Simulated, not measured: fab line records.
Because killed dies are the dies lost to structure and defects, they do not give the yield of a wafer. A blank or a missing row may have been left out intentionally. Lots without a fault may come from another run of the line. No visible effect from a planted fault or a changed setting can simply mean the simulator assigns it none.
What tool caused it?    flow sky130    at 1 step of a route of 708, 6 lots with 18 wafers sampled

== WHAT EACH GAUGE READ, for each wafer ==
SKY_VT_ADJUST_HVTR_CD_MEAS_07 targets a cd of 380 nm.
lot   measured      on         cd_nm (nm)
L213  day 9 13:05   cd_sem-02  378.5 377.6 377.2
L216  day 10 08:46  cd_sem-02  380.3 381.3 376.7
L222  day 12 12:21  cd_sem-02  380.6 381.0 383.9
L228  day 15 10:49  cd_sem-01  381.2 380.0 381.2
L232  day 16 09:19  cd_sem-01  382.9 382.5 383.3
L234  day 16 18:22  cd_sem-01  382.0 382.1 381.7

== WHICH TOOL RAN EACH LOT (tool, then ch and the chambers of the sampled wafers, then the start) ==
No process step before these readings appears in the record.

== THE ANSWER, worked out from the rows above alone ==
Rule: the lots themselves supply what counts as usual. The widest of any qualifying gaps counts: lots, ordered by their means at a reading, are off when they make up no more than a third of the lots, leave a main group of 4 or more, and stand apart from it by 3 or more times the standard deviation of that group's means. The tables above print the reading to a certain number of digits; a main group whose means all agree to those digits is not used. Also off: a lot with no number at a reading for which 4 or more lots have one. Any other lot the step has rows for is counted as sound.
None of the lots is off at any reading shown; this tells nothing.

== WHAT THE SIMULATOR HAD PUT IN ==
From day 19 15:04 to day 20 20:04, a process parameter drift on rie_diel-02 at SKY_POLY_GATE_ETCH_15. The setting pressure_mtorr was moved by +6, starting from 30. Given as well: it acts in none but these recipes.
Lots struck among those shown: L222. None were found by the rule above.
